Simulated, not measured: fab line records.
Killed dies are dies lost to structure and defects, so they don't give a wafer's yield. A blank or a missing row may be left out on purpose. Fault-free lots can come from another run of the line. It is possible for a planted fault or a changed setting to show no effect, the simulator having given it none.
Chamber matching | flow gf180mcu | 4 sister chambers for GF_V3_ETCH_16 on rieDiel-04
The step etches BARC in N2/H2. 27 wafers are shown with their chamber, then 12 later ones without.

## EACH WAFER AND ITS CHAMBER
wafer  | chamber | drypumpMotorCurrentA (A) | throttleValvePct (%) | oesProductAu (a.u.)
L076.2 | 1       | 5.8                      | 13.242               | 0.858
L076.3 | 2       | 5.8                      | 13.235               | 0.855
L076.4 | 0       | 5.5                      | 13.228               | 0.859
L077.2 | 2       | 5.8                      | 13.221               | 0.852
L077.3 | 0       | 5.5                      | 13.220               | 0.850
L077.5 | 2       | 5.8                      | 13.227               | 0.857
L078.1 | 2       | 5.8                      | 13.225               | 0.861
L078.2 | 1       | 5.8                      | 13.223               | 0.850
L078.6 | 1       | 5.8                      | 13.226               | 0.858
L083.1 | 2       | 5.8                      | 13.216               | 0.854
L083.5 | 2       | 5.8                      | 13.228               | 0.854
L083.6 | 1       | 5.8                      | 13.222               | 0.847
L084.1 | 0       | 5.5                      | 13.242               | 0.850
L084.2 | 1       | 5.8                      | 13.222               | 0.848
L084.3 | 2       | 5.8                      | 13.215               | 0.844
L084.4 | 3       | 5.7                      | 13.247               | 0.855
L084.5 | 0       | 5.5                      | 13.221               | 0.852
L084.6 | 1       | 5.7                      | 13.227               | 0.847
L085.1 | 1       | 5.8                      | 13.212               | 0.851
L085.2 | 3       | 5.7                      | 13.234               | 0.861
L085.3 | 2       | 5.8                      | 13.229               | 0.860
L085.4 | 0       | 5.5                      | 13.226               | 0.848
L085.5 | 1       | 5.8                      | 13.208               | 0.847
L085.6 | 0       | 5.5                      | 13.224               | 0.855
L089.3 | 0       | 5.5                      | 13.212               | 0.848
L089.4 | 2       | 5.8                      | 13.224               | 0.846
L089.6 | 3       | 5.7                      | 13.234               | 0.863

SIGNATURES, as means of the wafers listed above
reading              | chamber 0 | chamber 1 | chamber 2 | chamber 3 | scatter within a chamber
drypumpMotorCurrentA | 5.500     | 5.787     | 5.800     | 5.700     | 0.0195
throttleValvePct     | 13.22471  | 13.22275  | 13.22444  | 13.23833  | 0.00855
oesProductAu         | 0.85171   | 0.85075   | 0.85367   | 0.85967   | 0.00489
Rule: for each reading, subtract the chamber's mean from the wafer's reading, divide by that reading's scatter and square the result; add these up over the readings and take the root, which gives the wafer's distance from the chamber. If the next closest chamber is less than 2 further off than the closest, the wafer can't be placed; otherwise it belongs to the closest. The scatter: the root of (the sum of the squares of (reading less its chamber's mean) over the shown wafers, divided by (wafers less chambers)).

## WAFERS MISSING THEIR CHAMBER
wafer  | drypumpMotorCurrentA (A) | throttleValvePct (%) | oesProductAu (a.u.)
L091.1 | 5.5                      | 13.244               | 0.850
L091.3 | 5.8                      | 13.236               | 0.855
L091.6 | 5.7                      | 13.221               | 0.844
L093.2 | 5.8                      | 13.232               | 0.849
L093.3 | 5.7                      | 13.232               | 0.858
L093.4 | 5.5                      | 13.228               | 0.857
L094.2 | 5.5                      | 13.217               | 0.859
L094.5 | 5.5                      | 13.224               | 0.855
L094.6 | 5.8                      | 13.226               | 0.852
L097.3 | 5.7                      | 13.227               | 0.855
L097.4 | 5.8                      | 13.225               | 0.853
L097.5 | 5.8                      | 13.220               | 0.847

## WHICH CHAMBER EACH ONE RAN IN
wafer  | from the rows above          | in truth
L091.1 | 0                            | 0
L091.3 | can't be placed: 2 or 1      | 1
L091.6 | can't be placed: 3 or 1 or 2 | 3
L093.2 | can't be placed: 2 or 1      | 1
L093.3 | 3                            | 3
L093.4 | 0                            | 0
L094.2 | 0                            | 0
L094.5 | 0                            | 0
L094.6 | can't be placed: 2 or 1      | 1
L097.3 | 3                            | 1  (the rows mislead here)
L097.4 | can't be placed: 2 or 1      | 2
L097.5 | can't be placed: 1 or 2      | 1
Placed correctly: 5 of 12. Unplaceable from these rows: 6, with the true chamber sitting among the candidates in 6. Wrongly placed: 1.
